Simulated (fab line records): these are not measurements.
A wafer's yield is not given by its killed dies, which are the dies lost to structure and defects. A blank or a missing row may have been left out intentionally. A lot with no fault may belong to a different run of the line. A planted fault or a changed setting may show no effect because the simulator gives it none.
Chamber matching	flow sky130	pecvd-02 running SKY_CAP2M_CVD_00: 3 sister chambers
The step deposits SiO2, target thk 15.5 nm. 18 wafers are shown with their chamber, then 9 later ones without.

EACH WAFER AND ITS CHAMBER
wafer	chamber	heater power w (W)
L076.1	0	617
L076.3	0	616
L076.5	2	743
L078.1	1	747
L078.4	1	763
L078.5	2	705
L079.1	2	796
L079.3	1	745
L079.5	0	595
L083.2	0	591
L083.4	2	726
L083.6	0	593
L084.1	1	783
L084.5	1	777
L084.6	2	745
L089.2	0	602
L089.4	1	666
L089.5	0	595

SIGNATURES, as means of the wafers listed above
reading	chamber 0	chamber 1	chamber 2	scatter within a chamber
heater power w	601.29	746.83	743.00	30.9
Rule: a wafer lies at a distance from a chamber equal to the root of the sum of squares, over the readings, of (its reading less the chamber's mean, divided by the reading's scatter). The wafer belongs to the nearest chamber; if the next one is less than 2 further off, it can't be placed. The scatter is the square root of a quotient: the sum, over the shown wafers, of each reading's squared deviation from its chamber's mean, divided by wafers minus chambers.

WAFERS WITH NO CHAMBER GIVEN
wafer	heater power w (W)
L092.1	685
L092.5	773
L092.6	617
L094.1	687
L094.3	739
L094.4	667
L096.2	672
L096.3	530
L096.5	520

EACH ONE'S CHAMBER
wafer	from the rows above	in truth
L092.1	can't be placed: 2 or 1 or 0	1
L092.5	can't be placed: 1 or 2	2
L092.6	0	0
L094.1	can't be placed: 2 or 1 or 0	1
L094.3	can't be placed: 2 or 1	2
L094.4	can't be placed: 0 or 2 or 1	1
L096.2	can't be placed: 0 or 2 or 1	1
L096.3	0	0
L096.5	0	0
Correct placement for 3 of the 9. Not placeable from these rows: 6 (in 6, the candidates include the true chamber). Placed wrongly: 0.
